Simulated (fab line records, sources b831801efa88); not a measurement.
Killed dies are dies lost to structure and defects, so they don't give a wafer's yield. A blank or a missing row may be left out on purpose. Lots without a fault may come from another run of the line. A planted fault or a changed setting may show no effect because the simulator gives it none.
Which tool did it? | flow sky130 | 11 lots, 33 wafers sampled, at 5 steps of a route of 708

WHAT THE GAUGES READ, wafer by wafer
SKY_GATE_OXIDE_THK_MEAS_02. Usual: GATE_OXIDE_OXIDATION_00_THK 10.33 nm, standard deviation 0.2.
lot  | measured     | on            | GATE_OXIDE_OXIDATION_00_THK (nm) | flag
L471 | day 12 19:52 | film_metro-03 | 10.13 10.19 10.13                |
L474 | day 13 22:14 | film_metro-04 | 10.26 10.27 10.31                |
L479 | day 15 10:09 | film_metro-02 | 10.54 10.45 10.42                |
L481 | day 16 01:46 | film_metro-02 | 8.19 8.34 8.20                   | OFF
L482 | day 16 12:43 | film_metro-03 | 8.08 8.29 8.38                   | OFF
L483 | day 17 04:47 | film_metro-03 | 10.29 10.41 10.59                |
L489 | day 19 01:39 | film_metro-03 | 9.76 9.91 10.02                  |
L490 | day 19 13:29 | film_metro-02 | 10.26 9.98 10.30                 |
L492 | day 20 04:04 | film_metro-03 | 10.31 10.20 10.20                |
L493 | day 20 09:23 | film_metro-02 | 10.17 10.15 10.01                |
L494 | day 20 17:01 | film_metro-04 | 10.43 10.54 10.49                |

SKY_LOCAL_INTERCONNECT_CD_MEAS_11: target cd 170 nm. Usual: cd_nm 170.1 nm, standard deviation 1.7.
lot  | measured     | on        | cd_nm (nm)        | flag
L471 | day 30 08:28 | cd_sem-02 | 171.8 171.5 171.6 |
L474 | day 31 11:40 | cd_sem-02 | 171.9 170.8 169.5 |
L479 | day 33 00:46 | cd_sem-02 | 171.6 172.8 172.8 |
L481 | day 33 15:58 | cd_sem-02 | 168.2 169.2 169.0 |
L482 | day 34 00:55 | cd_sem-01 | 171.5 170.6 170.3 |
L483 | day 34 17:05 | cd_sem-01 | 167.4 167.2 166.0 |
L489 | day 36 07:37 | cd_sem-01 | 169.9 171.1 170.9 |
L490 | day 36 17:50 | cd_sem-02 | 168.7 169.1 168.0 |
L492 | day 37 03:52 | cd_sem-01 | 170.3 171.2 171.7 |
L493 | day 37 10:35 | cd_sem-02 | 169.5 169.2 169.6 |
L494 | day 37 15:45 | cd_sem-02 | 173.0 171.1 172.6 |

WHICH TOOL RAN EACH LOT (tool, then ch and the chambers of the sampled wafers, then the start)
lot  | SKY_GATE_OXIDE_OXIDATION_01   | SKY_POLY_GATE_ETCH_15              | SKY_LI_CONTACT_SPUTTER_19
L471 | furnace-02 ch 0, day 12 18:27 | rie_diel-01 ch 2,3, day 16 10:52   | pvd_sputter-04, day 29 03:27
L474 | furnace-02 ch 0, day 13 20:49 | rie_diel-03 ch 0,2,3, day 17 14:57 | pvd_sputter-03, day 30 07:06
L479 | furnace-02 ch 0, day 15 08:44 | rie_diel-03 ch 0,1,3, day 19 06:34 | pvd_sputter-02, day 31 20:23
L481 | furnace-01 ch 0, day 16 00:20 | rie_diel-01 ch 0,1,2, day 20 02:05 | pvd_sputter-03, day 32 12:25
L482 | furnace-01 ch 0, day 16 11:18 | rie_diel-03 ch 0,1,3, day 20 12:08 | pvd_sputter-04, day 32 21:53
L483 | furnace-02 ch 0, day 17 03:22 | rie_diel-01 ch 0,1,3, day 21 06:25 | pvd_sputter-03, day 33 13:15
L489 | furnace-01 ch 0, day 19 00:14 | rie_diel-01 ch 0,1, day 23 02:11   | pvd_sputter-04, day 35 04:52
L490 | furnace-02 ch 0, day 19 12:03 | rie_diel-03 ch 1,2,3, day 23 13:47 | pvd_sputter-03, day 35 14:57
L492 | furnace-02 ch 0, day 20 02:40 | rie_diel-01 ch 0,1, day 24 04:25   | pvd_sputter-03, day 36 01:15
L493 | furnace-01 ch 0, day 20 07:59 | rie_diel-03 ch 0,1,2, day 24 07:46 | pvd_sputter-04, day 36 07:32
L494 | furnace-02 ch 0, day 20 15:35 | rie_diel-01 ch 0,1,3, day 24 16:27 | pvd_sputter-03, day 36 13:15
- SKY_GATE_OXIDE_OXIDATION_01: stabilise 600 s, purge 300 s, target thk 10.268 nm.
- SKY_POLY_GATE_ETCH_15: etches BARC in N2/H2, stops on SiO2, time 118.5 s, target depth 110 nm.
- SKY_LI_CONTACT_SPUTTER_19: material Ti, target thk 20 nm, time 106.37 s.

WHAT THE TOOLS THEMSELVES READ (means of the sampled wafers that have a number; where no wafer has one, the mark that the record gives instead)
SKY_GATE_OXIDE_OXIDATION_01. Usual: spike_tc_bottom_C 919 C, standard deviation 3.2; spike_tc_centre_C 899.7 C, standard deviation 1.1; spike_tc_lower_C 901.4 C, standard deviation 1.1; spike_tc_top_C 913 C, standard deviation 3; spike_tc_upper_C 899.3 C, standard deviation 1; tube_center_temp_C 900.01 C, standard deviation 0.08; tube_center_temp_C_max 902.3, standard deviation 0.4; zone_power_bottom_pct 26.10 %, standard deviation 0.27; zone_power_lower_pct 17.31 %, standard deviation 0.22.
lot  | tool       | spike_tc_bottom_C (C) | spike_tc_centre_C (C) | spike_tc_lower_C (C) | spike_tc_top_C (C) | spike_tc_upper_C (C) | tube_center_temp_C (C) | tube_center_temp_C_max | zone_power_bottom_pct (%) | zone_power_lower_pct (%) | flag
L471 | furnace-02 | 921                   | 899.9                 | 900.5                | 914                | 899.6                | 900.00                 | 902.0                  | 26.32                     | 17.59                    |
L474 | furnace-02 | 921                   | 900.8                 | 902.6                | 915                | 899.7                | 900.01                 | 902.1                  | 25.99                     | 17.26                    |
L479 | furnace-02 | 921                   | 900.1                 | 901.6                | 915                | 899.9                | 900.04                 | 902.4                  | 26.04                     | 17.53                    |
L481 | furnace-01 | 895                   | 879.2                 | 881.5                | 890                | 878.8                | 880.16                 | 882.8                  | 25.03                     | 16.49                    | OFF
L482 | furnace-01 | 895                   | 880.0                 | 882.0                | 889                | 878.3                | 880.15                 | 882.1                  | 25.03                     | 16.58                    | OFF
L483 | furnace-02 | 922                   | 899.1                 | 901.5                | 916                | 899.7                | 900.04                 | 902.4                  | 26.21                     | 17.41                    |
L489 | furnace-01 | 915                   | 899.5                 | 900.8                | 908                | 898.3                | 899.97                 | 902.6                  | 25.84                     | 17.09                    |
L490 | furnace-02 | 921                   | 899.5                 | 900.8                | 915                | 899.3                | 900.02                 | 902.2                  | 25.97                     | 17.27                    |
L492 | furnace-02 | 922                   | 900.7                 | 903.2                | 914                | 900.5                | 900.08                 | 902.3                  | 26.07                     | 17.45                    |
L493 | furnace-01 | 915                   | 900.0                 | 899.9                | 909                | 898.3                | 899.98                 | 901.9                  | 26.07                     | 17.10                    |
L494 | furnace-02 | 921                   | 900.1                 | 902.0                | 914                | 899.5                | 899.97                 | 902.7                  | 26.01                     | 17.53                    |

SKY_POLY_GATE_ETCH_15. Usual: chamber_pressure_mTorr 29.999 mTorr, standard deviation 0.029; drypump_motor_current_A 5.8 A, standard deviation 0.64; oes_product_au 0.716 a.u., standard deviation 0.005; throttle_valve_pct 13.213 %, standard deviation 0.0095.
lot  | tool        | chamber_pressure_mTorr (mTorr) | drypump_motor_current_A (A) | oes_product_au (a.u.) | throttle_valve_pct (%) | flag
L471 | rie_diel-01 | 29.975                         | 5.5                         | 0.719                 | 13.208                 |
L474 | rie_diel-03 | 30.010                         | 5.4                         | 0.717                 | 13.216                 |
L479 | rie_diel-03 | 30.005                         | 5.7                         | 0.717                 | 13.214                 |
L481 | rie_diel-01 | 29.994                         | 5.9                         | 0.717                 | 13.214                 |
L482 | rie_diel-03 | 30.002                         | 5.7                         | 0.713                 | 13.211                 |
L483 | rie_diel-01 | 29.998                         | 6.1                         | 0.718                 | 13.209                 |
L489 | rie_diel-01 | 30.042                         | 6.4                         | 0.715                 | 13.223                 |
L490 | rie_diel-03 | 30.004                         | 5.2                         | 0.713                 | 13.214                 |
L492 | rie_diel-01 | 29.985                         | 6.2                         | 0.721                 | 13.212                 |
L493 | rie_diel-03 | 29.983                         | 5.9                         | 0.715                 | 13.207                 |
L494 | rie_diel-01 | 30.002                         | 6.1                         | 0.719                 | 13.211                 |

SKY_LI_CONTACT_SPUTTER_19. Usual: substrate_temp_c 200.00 C, standard deviation 0.15; throttle_valve_pct 30.0 %, standard deviation 0.91.
lot  | tool           | substrate_temp_c (C) | throttle_valve_pct (%) | flag
L471 | pvd_sputter-04 | 200.04               | 30.3                   |
L474 | pvd_sputter-03 | 200.00               | 30.5                   |
L479 | pvd_sputter-02 | 200.01               | 29.5                   |
L481 | pvd_sputter-03 | 199.99               | 30.4                   |
L482 | pvd_sputter-04 | 200.00               | 30.6                   |
L483 | pvd_sputter-03 | 199.83               | 30.6                   |
L489 | pvd_sputter-04 | 200.00               | 30.6                   |
L490 | pvd_sputter-03 | 199.85               | 30.5                   |
L492 | pvd_sputter-03 | 199.72               | 30.4                   |
L493 | pvd_sputter-04 | 200.13               | 30.1                   |
L494 | pvd_sputter-03 | 200.08               | 30.4                   |

THE ANSWER, worked out from the rows above alone
Rule: a lot is off if the mean of its wafers that have a number lies more than 3 standard deviations from the usual mean. A lot without any number at a reading at which 4 lots or more have one is off too. The other lots that the step has rows for count as sound. The gauges are gone through in route order, then the tools' own readings, and for those a lot's mean is taken as printed above. The first step at which some lot is off is used, and at that step the reading that is off furthest; a lot without a number counts as furthest.
Off: L481, L482, at SKY_GATE_OXIDE_THK_MEAS_02 (GATE_OXIDE_OXIDATION_00_THK).
A tool fits if, at a process step before that reading, it ran every lot that is off, and no sound lot after the first of them. The gauges at SKY_GATE_OXIDE_THK_MEAS_02 aren't tried: what is off there is off at SKY_GATE_OXIDE_OXIDATION_01 too, on other tools, and a gauge's error can't cause that. None of those tried fits.

WHAT THE SIMULATOR HAD PUT IN
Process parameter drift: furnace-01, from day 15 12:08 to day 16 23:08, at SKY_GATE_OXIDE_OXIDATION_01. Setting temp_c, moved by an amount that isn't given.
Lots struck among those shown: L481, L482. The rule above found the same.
